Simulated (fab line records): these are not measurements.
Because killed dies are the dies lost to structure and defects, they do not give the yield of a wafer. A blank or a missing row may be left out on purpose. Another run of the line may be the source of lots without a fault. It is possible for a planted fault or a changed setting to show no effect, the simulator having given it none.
Matching of chambers || flow gf180mcu || GF_CONTACT_ETCH_16 on rie-diel-02 has 4 sister chambers
The step etches BARC in N2/H2. 14 wafers are shown with their chamber, then 7 later ones without.

WAFERS, EACH WITH ITS CHAMBER
{"wafer": "L074.1", "chamber": 0, "drypump-motor-current-A (A)": 6.4, "chamber-pressure-mTorr (mTorr)": 29.934, "throttle-valve-pct (%)": 13.215}
{"wafer": "L074.2", "chamber": 1, "drypump-motor-current-A (A)": 5.6, "chamber-pressure-mTorr (mTorr)": 29.971, "throttle-valve-pct (%)": 13.227}
{"wafer": "L074.3", "chamber": 2, "drypump-motor-current-A (A)": 6.0, "chamber-pressure-mTorr (mTorr)": 30.001, "throttle-valve-pct (%)": 13.225}
{"wafer": "L074.4", "chamber": 3, "drypump-motor-current-A (A)": 5.9, "chamber-pressure-mTorr (mTorr)": 29.975, "throttle-valve-pct (%)": 13.230}
{"wafer": "L074.5", "chamber": 3, "drypump-motor-current-A (A)": 5.8, "chamber-pressure-mTorr (mTorr)": 30.041, "throttle-valve-pct (%)": 13.236}
{"wafer": "L074.6", "chamber": 0, "drypump-motor-current-A (A)": 6.4, "chamber-pressure-mTorr (mTorr)": 29.963, "throttle-valve-pct (%)": 13.208}
{"wafer": "L075.2", "chamber": 2, "drypump-motor-current-A (A)": 6.0, "chamber-pressure-mTorr (mTorr)": 30.004, "throttle-valve-pct (%)": 13.221}
{"wafer": "L075.3", "chamber": 0, "drypump-motor-current-A (A)": 6.4, "chamber-pressure-mTorr (mTorr)": 29.986, "throttle-valve-pct (%)": 13.218}
{"wafer": "L075.4", "chamber": 1, "drypump-motor-current-A (A)": 5.6, "chamber-pressure-mTorr (mTorr)": 29.990, "throttle-valve-pct (%)": 13.215}
{"wafer": "L076.3", "chamber": 0, "drypump-motor-current-A (A)": 6.4, "chamber-pressure-mTorr (mTorr)": 30.020, "throttle-valve-pct (%)": 13.222}
{"wafer": "L076.5", "chamber": 2, "drypump-motor-current-A (A)": 6.0, "chamber-pressure-mTorr (mTorr)": 29.999, "throttle-valve-pct (%)": 13.216}
{"wafer": "L076.6", "chamber": 1, "drypump-motor-current-A (A)": 5.6, "chamber-pressure-mTorr (mTorr)": 29.984, "throttle-valve-pct (%)": 13.239}
{"wafer": "L078.1", "chamber": 1, "drypump-motor-current-A (A)": 5.6, "chamber-pressure-mTorr (mTorr)": 29.967, "throttle-valve-pct (%)": 13.211}
{"wafer": "L078.3", "chamber": 3, "drypump-motor-current-A (A)": 5.9, "chamber-pressure-mTorr (mTorr)": 30.018, "throttle-valve-pct (%)": 13.220}

SIGNATURES (means of the wafers above)
{"reading": "drypump-motor-current-A", "chamber 0": 6.400, "chamber 1": 5.600, "chamber 2": 6.000, "chamber 3": 5.867, "scatter within a chamber": 0.0258}
{"reading": "chamber-pressure-mTorr", "chamber 0": 29.97575, "chamber 1": 29.97800, "chamber 2": 30.00133, "chamber 3": 30.01133, "scatter within a chamber": 0.0256}
{"reading": "throttle-valve-pct", "chamber 0": 13.21575, "chamber 1": 13.22300, "chamber 2": 13.22067, "chamber 3": 13.22867, "scatter within a chamber": 0.0087}
Rule: a wafer's distance from a chamber is the root of the sum, over the readings, of the square of ((its reading less the chamber's mean) divided by the reading's scatter). The wafer belongs to the nearest chamber; if the next one is less than 2 further off, it can't be placed. How the scatter is found: for the shown wafers, subtract from each reading the mean of its chamber, square and add these, divide the total by (wafers less chambers), then take the root.

WAFERS WHOSE CHAMBER IS MISSING
{"wafer": "L078.5", "drypump-motor-current-A (A)": 5.6, "chamber-pressure-mTorr (mTorr)": 29.958, "throttle-valve-pct (%)": 13.235}
{"wafer": "L082.1", "drypump-motor-current-A (A)": 6.0, "chamber-pressure-mTorr (mTorr)": 29.992, "throttle-valve-pct (%)": 13.237}
{"wafer": "L082.3", "drypump-motor-current-A (A)": 6.4, "chamber-pressure-mTorr (mTorr)": 30.052, "throttle-valve-pct (%)": 13.217}
{"wafer": "L082.5", "drypump-motor-current-A (A)": 6.4, "chamber-pressure-mTorr (mTorr)": 29.972, "throttle-valve-pct (%)": 13.217}
{"wafer": "L092.1", "drypump-motor-current-A (A)": 5.8, "chamber-pressure-mTorr (mTorr)": 30.025, "throttle-valve-pct (%)": 13.217}
{"wafer": "L092.2", "drypump-motor-current-A (A)": 6.0, "chamber-pressure-mTorr (mTorr)": 30.028, "throttle-valve-pct (%)": 13.226}
{"wafer": "L092.5", "drypump-motor-current-A (A)": 6.4, "chamber-pressure-mTorr (mTorr)": 29.971, "throttle-valve-pct (%)": 13.233}

CHAMBER TAKEN BY EACH
{"wafer": "L078.5", "from the rows above": 1, "in truth": 1}
{"wafer": "L082.1", "from the rows above": 2, "in truth": 2}
{"wafer": "L082.3", "from the rows above": 0, "in truth": 0}
{"wafer": "L082.5", "from the rows above": 0, "in truth": 0}
{"wafer": "L092.1", "from the rows above": 3, "in truth": 3}
{"wafer": "L092.2", "from the rows above": 2, "in truth": 2}
{"wafer": "L092.5", "from the rows above": 0, "in truth": 0}
Correct placement for 7 of the 7. From these rows, 0 cannot be placed. Number placed wrongly: 0.
